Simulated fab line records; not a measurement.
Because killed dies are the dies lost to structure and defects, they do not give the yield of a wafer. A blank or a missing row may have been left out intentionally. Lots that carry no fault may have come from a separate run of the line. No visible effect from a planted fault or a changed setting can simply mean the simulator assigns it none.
2 desks, one fault / flow sky130 / every desk sees just its own numbers, and what lay behind them comes last

TOOL OWNER'S DESK, hdpcvd-02
The tool's own readings at SKY_VIA1_HDPCVD_00 (deposits SiO2, target thk 1030 nm, time 171.7 s): means of the sampled wafers that have a number, for each lot that ran on this tool. Marked OUT: a lot whose mean sits more than 4 standard deviations from the usual mean, which makes it out of limits; the brackets give that distance.
Columns: A = run-length-s at SKY_VIA1_HDPCVD_00, usual 199.7 s
lot=L385; first seen here=day 33 23:08; A=199.7
lot=L386; first seen here=day 34 03:49; A=199.9
lot=L389; first seen here=day 35 13:14; A=199.9
lot=L396; first seen here=day 37 04:16; A=200.2
lot=L395; first seen here=day 37 05:25; A=200.4
lot=L398; first seen here=day 37 13:41; A=212.1 (+22) OUT
This desk finds L398 out of limits, L398 being first, at day 37 13:41 (run-length-s at SKY_VIA1_HDPCVD_00). In limits: L385, L386, L389, L396, L395.

THE METROLOGY DESK
What the gauges read, lot by lot, whatever tool the lot ran on: means of the sampled wafers that have a number. Marked OUT: a lot whose mean sits more than 4 standard deviations from the usual mean, which makes it out of limits; the brackets give that distance.
Columns: A = VT_ADJUST_PCH_OVL at SKY_VT_ADJUST_PCH_OVL_MEAS_07, usual 0.0 nm; B = GATE_OXIDE_OVL at SKY_GATE_OXIDE_OVL_MEAS_10, usual -0.5 nm; C = VIA1_HDPCVD_THK at SKY_VIA1_THK_MEAS_01, usual 1036 nm
lot=L385; first seen here=day 11 07:49; A=-1.6; B=-1.4; C=1027
lot=L386; first seen here=day 11 09:23; A=0.6; B=-1.3; C=1031
lot=L387; first seen here=day 11 09:44; A=0.9; B=-0.9; C=1029
lot=L391; first seen here=day 12 15:51; A=0.6; B=1.0; C=1034
lot=L389; first seen here=day 12 17:41; A=-0.2; B=0.4; C=1031
lot=L393; first seen here=day 13 06:20; A=-0.7; B=-1.0; C=1050
lot=L395; first seen here=day 13 22:48; A=1.2; B=1.4; C=1024
lot=L396; first seen here=day 14 09:32; A=0.1; B=-0.7; C=1021
lot=L397; first seen here=day 14 17:29; A=-0.4; B=-0.6; C=1049
lot=L398; first seen here=day 15 00:19; A=0.3; B=-0.4; C=1100 (+5.9) OUT
lot=L405; first seen here=day 17 00:33; A=1.7; B=-0.5; C=1036
lot=L406; first seen here=day 17 04:19; A=-0.7; B=1.0; C=1033
Finding of this desk: L398 out of limits, first seen on L398 at day 37 13:49 (VIA1_HDPCVD_THK at SKY_VIA1_THK_MEAS_01). In limits: L385, L386, L387, L391, L389, L393, L395, L396, L397, L405, L406.

ALL TOGETHER
At day 37 13:41, on L398, the tool owner's desk was in a position to raise an alarm.
On L398, the metrology desk was in a position to raise an alarm at day 37 13:49.
SKY_VIA1_HDPCVD_00 was run on hdpcvd-02 by each of the lots named.

WHAT HAD BEEN PUT IN BY THE SIMULATOR
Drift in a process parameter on hdpcvd-02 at SKY_VIA1_HDPCVD_00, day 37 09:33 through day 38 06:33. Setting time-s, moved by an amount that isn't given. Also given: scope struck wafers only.
Lots struck among those shown: L398.
Hours from the fault's start to each desk's first reading out of limits: the tool owner's desk, 4; the metrology desk, 4.
